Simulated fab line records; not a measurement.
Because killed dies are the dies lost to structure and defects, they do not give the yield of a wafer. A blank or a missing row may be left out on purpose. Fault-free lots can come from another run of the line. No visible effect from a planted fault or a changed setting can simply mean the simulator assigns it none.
What tool caused it? -- flow sfq line -- 7 lots with 21 wafers sampled at 2 steps, on a route of 325 steps

== WHAT THE GAUGES SHOWED, per wafer ==
SFQ_L0_RS_MEAS_901: measures by four-point-probe.
lot,measured,on,L0_MONX_KI_RS (ohm/sq)
L254,day 1 22:34,film metro-01,43.7 43.7 43.6
L256,day 2 08:34,film metro-02,43.8 44.1 43.5
L258,day 2 18:34,film metro-01,42.8 43.2 43.0
L261,day 3 09:37,film metro-04,42.5 42.7 42.6
L263,day 3 19:35,film metro-02,44.1 44.0 44.0
L265,day 4 05:34,film metro-04,42.5 42.3 43.1
L270,day 5 06:37,film metro-01,67.5 42.9 43.1 67.4 43.1 43.1

== TOOL THAT RAN EACH LOT (tool first, then ch and the chambers of the sampled wafers, then the start) ==
lot,SFQ_TRILAYER_L0_DEP_SPUTTER_003
L254,"pvd sputter-05, day 1 22:29"
L256,"pvd sputter-03, day 2 08:29"
L258,"pvd sputter-03, day 2 18:29"
L261,"pvd sputter-05, day 3 09:29"
L263,"pvd sputter-03, day 3 19:29"
L265,"pvd sputter-04, day 4 05:29"
L270,"pvd sputter-03, day 5 06:29"
- SFQ_TRILAYER_L0_DEP_SPUTTER_003: material MoNx KI, target thk 40 nm, time 100 s.

== THE ANSWER, worked out from the rows above alone ==
Rule: the lots themselves supply what counts as usual. Put in order of their means at a reading, lots are off if they are a third of the lots or fewer, leave a main group of 4 or more, and stand apart from it by a gap of 3 or more times the standard deviation of the main group's means; of several such gaps the widest counts. If all means in a main group match to the digits the tables above print for the reading, that group is not used. Also off: a lot with no number at a reading for which 4 or more lots have one. All remaining lots with rows at the step are treated as sound.
Off: L270, seen at SFQ_L0_RS_MEAS_901 (L0_MONX_KI_RS). The main group has a mean of 43.3 ohm/sq with a standard deviation of 0.57.
A tool fits if, at a process step before that reading, it ran every lot that is off, and no sound lot after the first of them. The gauges at SFQ_L0_RS_MEAS_901 are tried like those tools. 2 tools fit, pvd sputter-03 at SFQ_TRILAYER_L0_DEP_SPUTTER_003 and film metro-01 at SFQ_L0_RS_MEAS_901, so this cannot tell which one it is.

== WHAT WAS PUT IN BY THE SIMULATOR ==
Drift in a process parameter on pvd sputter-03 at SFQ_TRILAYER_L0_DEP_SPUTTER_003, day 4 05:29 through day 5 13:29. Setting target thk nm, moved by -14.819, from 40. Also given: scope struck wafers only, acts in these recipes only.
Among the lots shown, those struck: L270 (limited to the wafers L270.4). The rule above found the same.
